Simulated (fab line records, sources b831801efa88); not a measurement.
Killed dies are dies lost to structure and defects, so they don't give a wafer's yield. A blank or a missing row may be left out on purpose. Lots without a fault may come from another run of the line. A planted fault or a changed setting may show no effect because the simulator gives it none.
Which tool did it? | flow gf180mcu | 14 lots, 42 wafers sampled, at 2 steps of a route of 602

WHAT THE GAUGES READ, wafer by wafer
GF_STI_BOW_MEAS_00. Usual: INCOMING_BOW 0 um, standard deviation 6.6.
lot  | measured    | on            | INCOMING_BOW (um) | flag
L671 | day 1 10:02 | film_metro-03 | -3 -6 -6          |
L672 | day 1 15:01 | film_metro-03 | -3 -4 0           |
L673 | day 1 20:04 | film_metro-03 | -4 13 -6          |
L674 | day 2 01:02 | film_metro-02 | 2 4 -16           |
L676 | day 2 11:00 | film_metro-01 | -10 5 3           |
L677 | day 2 16:01 | film_metro-01 | -1 -13 1          |
L678 | day 2 21:00 | film_metro-03 | 10 1 10           |
L682 | day 3 17:00 | film_metro-03 | -6 -7 2           |
L683 | day 3 22:02 | film_metro-03 | 6 -6 5            |
L684 | day 4 03:00 | film_metro-02 | -9 -8 10          |
L685 | day 4 08:02 | film_metro-01 | -3 -1 1           |
L690 | day 5 09:01 | film_metro-03 | -5 -10 4          |
L693 | day 6 00:01 | film_metro-03 | -16 -4 -8         |
L694 | day 6 05:00 | film_metro-02 | 11 -9 4           |

GF_STI_CD_MEAS_12: target cd 220 nm. Usual: cd_nm 220.0 nm, standard deviation 1.2.
lot  | measured    | on        | cd_nm (nm)        | flag
L671 | day 2 04:49 | cd_sem-02 | 219.1 220.1 218.9 |
L672 | day 2 06:45 | cd_sem-02 | 220.2 219.8 220.1 |
L673 | day 2 11:43 | cd_sem-01 | 220.5 221.8 221.3 |
L674 | day 2 16:48 | cd_sem-01 | 220.7 221.4 220.9 |
L676 | day 3 02:50 | cd_sem-02 | 221.5 222.7 222.8 |
L677 | day 3 08:41 | cd_sem-01 | 222.0 221.9 221.5 |
L678 | day 3 13:07 | cd_sem-02 | 220.7 219.8 220.4 |
L682 | day 4 10:43 | cd_sem-02 | 219.6 220.0 220.1 |
L683 | day 4 14:25 | cd_sem-01 | 219.5 218.3 218.5 |
L684 | day 4 20:02 | cd_sem-02 | 219.2 218.5 219.0 |
L685 | day 5 02:13 | cd_sem-01 | 218.8 219.1 218.6 |
L690 | day 6 02:32 | cd_sem-01 | 221.8 222.2 221.7 |
L693 | day 6 20:17 | cd_sem-02 | 218.7 218.5 218.9 |
L694 | day 7 00:19 | cd_sem-02 | 219.4 221.2 219.5 |

WHICH TOOL RAN EACH LOT (tool, then ch and the chambers of the sampled wafers, then the start)
The record holds no process step before these readings.

WHAT THE TOOLS THEMSELVES READ (means of the sampled wafers that have a number; where no wafer has one, the mark that the record gives instead)
The record holds no such reading with a usual standard deviation.

THE ANSWER, worked out from the rows above alone
Rule: a lot is off if the mean of its wafers that have a number lies more than 3 standard deviations from the usual mean. A lot without any number at a reading at which 4 lots or more have one is off too. The other lots that the step has rows for count as sound. The gauges are gone through in route order, then the tools' own readings, and for those a lot's mean is taken as printed above. The first step at which some lot is off is used, and at that step the reading that is off furthest; a lot without a number counts as furthest.
No lot is off at any reading shown: from this, nothing can be told.

WHAT THE SIMULATOR HAD PUT IN
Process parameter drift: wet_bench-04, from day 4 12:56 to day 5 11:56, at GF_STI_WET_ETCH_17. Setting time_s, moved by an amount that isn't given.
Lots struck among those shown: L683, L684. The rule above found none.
